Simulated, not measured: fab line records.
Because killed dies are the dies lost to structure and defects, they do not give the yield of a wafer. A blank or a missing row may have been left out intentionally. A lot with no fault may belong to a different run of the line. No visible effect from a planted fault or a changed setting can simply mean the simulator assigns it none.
Matching of chambers | flow sky130 | pecvd-02 running SKY_CAPM_CVD_00: 3 sister chambers
The step deposits SiO2, target thk 15.5 nm. 3 wafers are shown with their chamber, then 8 later ones without.

EACH WAFER AND ITS CHAMBER
wafer  | chamber | heaterPowerW (W)
L087.2 | 0       | 962
L087.5 | 2       | 683
L090.3 | 1       | 558

WAFERS WITH NO CHAMBER GIVEN
wafer  | heaterPowerW (W)
L090.4 | 854
L090.6 | 566
L095.2 | 1013
L095.3 | 773
L095.5 | 994
L096.2 | 755
L096.3 | 477
L096.5 | 463

THE CHAMBER EACH PASSED THROUGH
wafer  | from the rows above          | in truth
L090.4 | can't be placed: 0 or 2      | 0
L090.6 | can't be placed: 1 or 2      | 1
L095.2 | 0                            | 0
L095.3 | can't be placed: 2 or 0 or 1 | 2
L095.5 | 0                            | 0
L096.2 | can't be placed: 2 or 1 or 0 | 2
L096.3 | can't be placed: 1 or 2      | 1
L096.5 | can't be placed: 1 or 2      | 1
Placed correctly: 2 of 8. Can't be placed from these rows: 6 (the true chamber is among the candidates in 6). Placed wrongly: 0.
How it was worked out, from the rows above alone: a wafer's distance from a chamber is the root of the sum, over the readings, of the square of ((its reading less the chamber's mean) divided by the reading's scatter). If the next closest chamber is less than 2 further off than the closest, the wafer can't be placed; otherwise it belongs to the closest. The mean given for a chamber averages the wafers shown for that chamber. The scatter (one wafer shown for each chamber): square how far every hidden wafer sits from the nearest shown wafer, average those squares and take the square root.
